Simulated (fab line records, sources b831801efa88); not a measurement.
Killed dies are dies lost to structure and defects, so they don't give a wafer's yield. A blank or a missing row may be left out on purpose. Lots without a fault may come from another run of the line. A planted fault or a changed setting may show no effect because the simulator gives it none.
A struck lot beside a sound one | flow gf180mcu | 21 steps out of a route of 602
Sound: wafers L886.1, L886.3, L886.6. Struck: wafers L884.1, L884.2, L884.5. The cause comes at the end.
At each step with rows: each side's tool, then ch and its chambers, then its first start. Under that, the readings that differ: sound wafers | struck wafers | difference of the means | sigmas: that difference in standard deviations of wafers without a fault.
alike: readings whose means differ by less than 2 such deviations, and words and numbers that are the same on both sides. not compared: withheld readings, readings that some wafer has no value for, bounds like >300 that may hide the same value, and numbers for which the record gives no deviation and whose values overlap.
The two part at a step that has a row with sigmas, a row that says differs or no value, or rows on one side only. Numbers that don't overlap but have no deviation are shown without sigmas and don't part them. A reading that every wafer of one side lacks parts them only if that side has two wafers or more.

first, 2 steps without rows for these wafers: GF_M5_CLEAN_13 (cleans in DIW); GF_V5_CVD_00 (deposits SiO2, target thk 300 nm, time 50 s).
GF_V5_THK_MEAS_01:
  sound on film_metro-03, day 30 21:14; struck on film_metro-03, day 30 06:36
  alike: V5_CVD_00_THK
GF_V5_CVD_02: deposits SiO2 from TEOS, target thk 1450 nm, time 163.28 s.
  sound on pecvd-03 ch 1,2, day 30 21:17; struck on pecvd-04 ch 0,1,2, day 30 06:40
  alike: heater_power_w
GF_V5_THK_MEAS_03:
  sound on film_metro-03, day 30 21:23; struck on film_metro-03, day 30 06:46
  alike: V5_CVD_02_THK
GF_V5_CMP_04: polishes SiO2.
  sound on cmp-02 ch 1,3, day 30 21:30; struck on cmp-02 ch 0,2,3, day 30 06:49
  alike: motor_current_A
GF_V5_BOW_MEAS_05:
  sound on film_metro-03, day 30 21:45; struck on film_metro-01, day 30 07:07
  alike: V5_BOW
then, 5 steps without rows for these wafers: GF_V5_DEHYDRATE_06 (time 60 s); GF_V5_HMDS_07 (prime time 60 s); GF_V5_COAT_08; GF_V5_COAT_09 (resist thk 1000 nm); GF_V5_SOFTBAKE_10 (time 60 s).
GF_V5_EXPOSE_11: exposes mask Via5, target cd 260 nm.
  sound on krf_scanner-01 ch 0, day 31 06:59; struck on krf_scanner-02 ch 0, day 30 16:44
  reading              | sound             | struck            | difference | sigmas
  exposure_dose_mJ_cm2 | 38.00 37.98 37.99 | 43.99 43.91 43.96 | +5.96      | +99 or more
  alike: mask
then, 2 steps without rows for these wafers: GF_V5_PEB_12 (peb time 90 s); GF_V5_DEVELOP_13 (develop time 60 s).
GF_V5_CD_MEAS_14: target cd 260 nm.
  sound on cd_sem-02, day 31 15:07; struck on cd_sem-02, day 31 01:35
  reading    | sound             | struck            | difference | sigmas
  cd_nm (nm) | 261.6 260.6 262.0 | 282.1 281.5 281.8 | +20.4      | +19
GF_V5_OVL_MEAS_15:
  sound on overlay-01, day 31 15:14; struck on overlay-02, day 31 01:42
  alike: V5_OVL
GF_V5_ETCH_16: etches BARC in N2/H2.
  sound on rie_diel-03 ch 0,3, day 31 15:16; struck on rie_diel-03 ch 0,3, day 31 01:44
  reading             | sound             | struck        | difference | sigmas
  model.V5.cd_nm (nm) | 262.8 260.5 263.1 | 283.5 282 283 | +20.7      |
  alike: bias_w, drypump_motor_current_A, oes_product_au, throttle_valve_pct
GF_V5_ETCH_17: etches SiO2 in C4F8/O2/Ar, stops on TiN, target depth 855 nm.
  sound on rie_diel-03 ch 0,3; struck on rie_diel-03 ch 0,3
  reading             | sound             | struck            | difference | sigmas
  model.V5.cd_nm (nm) | 261.6 261.5 262.4 | 282.3 282.7 282.2 | +20.6      |
  alike: bias_w, oes_product_au
GF_V5_STRIP_18: strips in O2/N2.
  sound on plasma_asher-02 ch 0,1, day 31 15:26; struck on plasma_asher-02 ch 0,1, day 31 01:53
  alike: drypump_motor_current_A, heater_power_w, o2_flow_sccm, oes_product_au
  not compared: rf_hours_counter_h
GF_PASSIVATION_PROBE_99:
  sound on prober-02, day 33 05:13; struck on prober-02, day 32 16:00
  reading                       | sound             | struck            | difference | sigmas
  model.etest.via5_chain.rc_ohm | 6.917 7.045 6.687 | 5.938 5.742 6.113 | -0.952     |

WHERE THEY PART
First at GF_V5_EXPOSE_11; last, within this record, at GF_V5_CD_MEAS_14. Later steps at which nothing parts them and some readings are alike: GF_V5_OVL_MEAS_15, GF_V5_ETCH_16, GF_V5_ETCH_17, GF_V5_STRIP_18.

WHY: what the simulator had put in
Process parameter drift: krf_scanner-02, from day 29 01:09 on, at GF_V5_EXPOSE_11. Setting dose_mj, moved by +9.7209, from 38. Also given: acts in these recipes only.
